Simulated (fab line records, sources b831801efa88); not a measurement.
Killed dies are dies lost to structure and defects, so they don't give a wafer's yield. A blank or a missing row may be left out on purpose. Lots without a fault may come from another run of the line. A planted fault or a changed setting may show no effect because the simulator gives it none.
Chamber matching | flow gf180mcu | GF_V3_CMP_26 on cmp-01: 4 sister chambers
The step polishes, stops on SiO2, t overpolish 15 s, target thk 0 nm. 16 wafers are shown with their chamber, then 8 later ones without.

WAFERS WITH THEIR CHAMBER
wafer  | chamber | motor_current_A (A) | time_to_endpoint_s (s) | overpolish_run_s (s)
L739.1 | 2       | 10.6                | 88                     | 15.002
L739.3 | 3       | 12.0                | 86                     | 15.005
L739.5 | 3       | 11.2                | 83                     | 15.015
L740.2 | 3       | 11.5                | 82                     | 15.015
L740.3 | 2       | 11.0                | 84                     | 15.007
L740.4 | 0       | 10.6                | 86                     | 15.001
L741.1 | 2       | 11.2                | 98                     | 15.007
L741.2 | 0       | 10.2                | 90                     | 14.996
L741.5 | 1       | 12.0                | 87                     | 14.990
L743.4 | 3       | 11.6                | 83                     | 14.997
L743.5 | 0       | 10.4                | 87                     | 14.996
L743.6 | 1       | 11.5                | 83                     | 14.993
L745.1 | 1       | 12.0                | 82                     | 15.003
L745.2 | 0       | 11.1                | 83                     | 14.992
L745.5 | 0       | 10.6                | 87                     | 15.010
L746.2 | 1       | 11.1                | 82                     | 15.016

SIGNATURES (means of the wafers above)
reading            | chamber 0 | chamber 1 | chamber 2 | chamber 3 | scatter within a chamber
motor_current_A    | 10.580    | 11.650    | 10.933    | 11.575    | 0.357
time_to_endpoint_s | 86.60     | 83.50     | 90.00     | 83.50     | 3.6
overpolish_run_s   | 14.99900  | 15.00050  | 15.00533  | 15.00800  | 0.00841
Rule: a wafer's distance from a chamber is the root of the sum, over the readings, of the square of ((its reading less the chamber's mean) divided by the reading's scatter). The wafer belongs to the nearest chamber; if the next one is less than 2 further off, it can't be placed. The scatter: the root of (the sum of the squares of (reading less its chamber's mean) over the shown wafers, divided by (wafers less chambers)).

WAFERS WITHOUT THEIR CHAMBER
wafer  | motor_current_A (A) | time_to_endpoint_s (s) | overpolish_run_s (s)
L746.5 | 11.7                | 81                     | 14.992
L746.6 | 11.2                | 91                     | 14.991
L756.1 | 10.7                | 88                     | 15.015
L756.3 | 11.7                | 87                     | 14.987
L756.6 | 11.6                | 85                     | 15.005
L759.3 | 11.4                | 85                     | 14.997
L759.4 | 11.3                | 85                     | 14.995
L759.5 | 12.1                | 83                     | 15.007

WHICH CHAMBER EACH WENT THROUGH
wafer  | from the rows above               | in truth
L746.5 | can't be placed: 1 or 3           | 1
L746.6 | can't be placed: 2 or 0 or 1 or 3 | 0
L756.1 | can't be placed: 2 or 0 or 3 or 1 | 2
L756.3 | can't be placed: 1 or 3 or 2 or 0 | 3
L756.6 | can't be placed: 3 or 1 or 2      | 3
L759.3 | can't be placed: 1 or 3 or 2 or 0 | 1
L759.4 | can't be placed: 1 or 3 or 0 or 2 | 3
L759.5 | can't be placed: 3 or 1           | 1
Placed correctly: 0 of 8. Can't be placed from these rows: 8 (the true chamber is among the candidates in 8). Placed wrongly: 0.
